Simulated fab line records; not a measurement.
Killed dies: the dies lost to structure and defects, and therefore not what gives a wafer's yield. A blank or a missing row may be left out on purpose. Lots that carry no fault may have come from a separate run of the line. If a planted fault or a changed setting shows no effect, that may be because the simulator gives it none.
Check for tools in common    flow sky130    Sample size 12 lots and 36 wafers

== WHY IT WAS OPENED ==
1 of 12 lots carry a flag on the reading SD_P_TW at SKY_SD_P_TW_MEAS_11. Fault-free wafers read 2841, with a standard deviation of 22.
Rule: a lot is flagged in two cases, either no wafer of it has a number, or all its wafers with numbers fall more than 4 standard deviations from that mean. All remaining lots are regarded as sound.

lot   measured      on             SD_P_TW, wafer by wafer  flag
L838  day 25 05:26  film-metro-02  2844 2855 2847           
L839  day 25 19:02  film-metro-02  2872 2879 2857           
L840  day 26 07:25  film-metro-04  2884 2873 2877           
L842  day 27 02:28  film-metro-04  2855 2843 2866           
L844  day 27 08:14  film-metro-03  2809 2806 2811           
L843  day 27 11:35  film-metro-03  2812 2801 2800           
L848  day 29 06:16  film-metro-04  2851 2848 2847           
L849  day 29 15:02  film-metro-02  2868 2854 2847           
L850  day 29 15:38  film-metro-02  2858 2860 2873           
L853  day 30 18:25  film-metro-04  2853 2841 2846           
L854  day 30 20:08  film-metro-02  30 30 30                 FLAGGED
L861  day 33 02:47  film-metro-03  2811 2832 2827           
Flagged lots average 30: -2811 relative to the usual, that is -99 or more standard deviations.

== WHICH TOOL EACH LOT WENT THROUGH ==
Before the reading, the record contains 2 process steps out of a 708-step route. Cell contents, in order: the tool; ch with the chambers the sampled wafers went through; the start.
lot   flag     SKY_POLY_GATE_ETCH_15               SKY_SD_P_EXPOSE_04
L838           rie-diel-04 ch 0,1,3, day 16 05:23  iline-stepper-02 ch 0, day 24 14:12
L839           rie-diel-01 ch 0,2,3, day 16 18:17  iline-stepper-01 ch 0, day 25 04:29
L840           rie-diel-02 ch 0,2,3, day 17 07:26  iline-stepper-02 ch 0, day 25 17:38
L842           rie-diel-01 ch 0,1,3, day 18 00:41  iline-stepper-02 ch 0, day 26 12:49
L844           rie-diel-01 ch 0,2,3, day 18 08:05  iline-stepper-02 ch 0, day 26 17:50
L843           rie-diel-02 ch 0,3, day 18 10:05    iline-stepper-02 ch 0, day 26 21:16
L848           rie-diel-01 ch 0,2,3, day 20 08:40  iline-stepper-01 ch 0, day 28 15:08
L849           rie-diel-04 ch 1,2,3, day 20 18:08  iline-stepper-02 ch 0, day 29 00:21
L850           rie-diel-02 ch 0,1, day 20 18:35    iline-stepper-02 ch 0, day 29 01:03
L853           rie-diel-04 ch 0,2, day 21 23:44    iline-stepper-02 ch 0, day 30 03:58
L854  FLAGGED  rie-diel-01 ch 0,1,2, day 22 01:23  iline-stepper-02 ch 0, day 30 06:05
L861           rie-diel-04 ch 0,1,2, day 24 14:47  iline-stepper-01 ch 0, day 32 12:09
What is done by these steps:
- SKY_POLY_GATE_ETCH_15: etches BARC in N2/H2, stops on SiO2, time 118.5 s, target depth 110 nm.
- SKY_SD_P_EXPOSE_04: exposes mask PSDM, target cd 380 nm.
- SKY_SD_P_TW_MEAS_11

== FLAGGED AGAINST TOTAL, ONE TOOL AT A TIME (gauges that did the reading follow at the end) ==
step                   tool              lots run  flagged  share of the flagged lots  sound lots run after its first flagged lot
SKY_POLY_GATE_ETCH_15  rie-diel-01       5         1        all                        0
SKY_POLY_GATE_ETCH_15  rie-diel-02       3         0        none                       -
SKY_POLY_GATE_ETCH_15  rie-diel-04       4         0        none                       -
SKY_SD_P_EXPOSE_04     iline-stepper-01  3         0        none                       -
SKY_SD_P_EXPOSE_04     iline-stepper-02  9         1        all                        0
SKY_SD_P_TW_MEAS_11    film-metro-02     5         1        all                        0
SKY_SD_P_TW_MEAS_11    film-metro-03     3         0        none                       -
SKY_SD_P_TW_MEAS_11    film-metro-04     4         0        none                       -

== WHAT IS ALLOWED BY THE TABLE ==
In the table, 3 rows ran each flagged lot (rie-diel-01 at SKY_POLY_GATE_ETCH_15; iline-stepper-02 at SKY_SD_P_EXPOSE_04; film-metro-02 at SKY_SD_P_TW_MEAS_11).
- rie-diel-01 at SKY_POLY_GATE_ETCH_15: 1 of its 5 lots flagged. It ran its last sound lot, L848, at day 20 08:40 and its first flagged lot, L854, at day 22 01:23: a fault with its onset between the two fits.
- iline-stepper-02 at SKY_SD_P_EXPOSE_04: 1 of its 9 lots flagged. It ran its last sound lot, L853, at day 30 03:58 and its first flagged lot, L854, at day 30 06:05: a fault with its onset between the two fits.
- film-metro-02 at SKY_SD_P_TW_MEAS_11: 1 of its 5 lots flagged. It ran its last sound lot, L850, at day 29 15:38 and its first flagged lot, L854, at day 30 20:08: a fault with its onset between the two fits.
Counting lots can't tell these 3 tools apart, because each fits a fault that began at some hour. More lots, or a look at what each step does to the wafer, might.

== WHAT THE SIMULATOR PUT IN ==
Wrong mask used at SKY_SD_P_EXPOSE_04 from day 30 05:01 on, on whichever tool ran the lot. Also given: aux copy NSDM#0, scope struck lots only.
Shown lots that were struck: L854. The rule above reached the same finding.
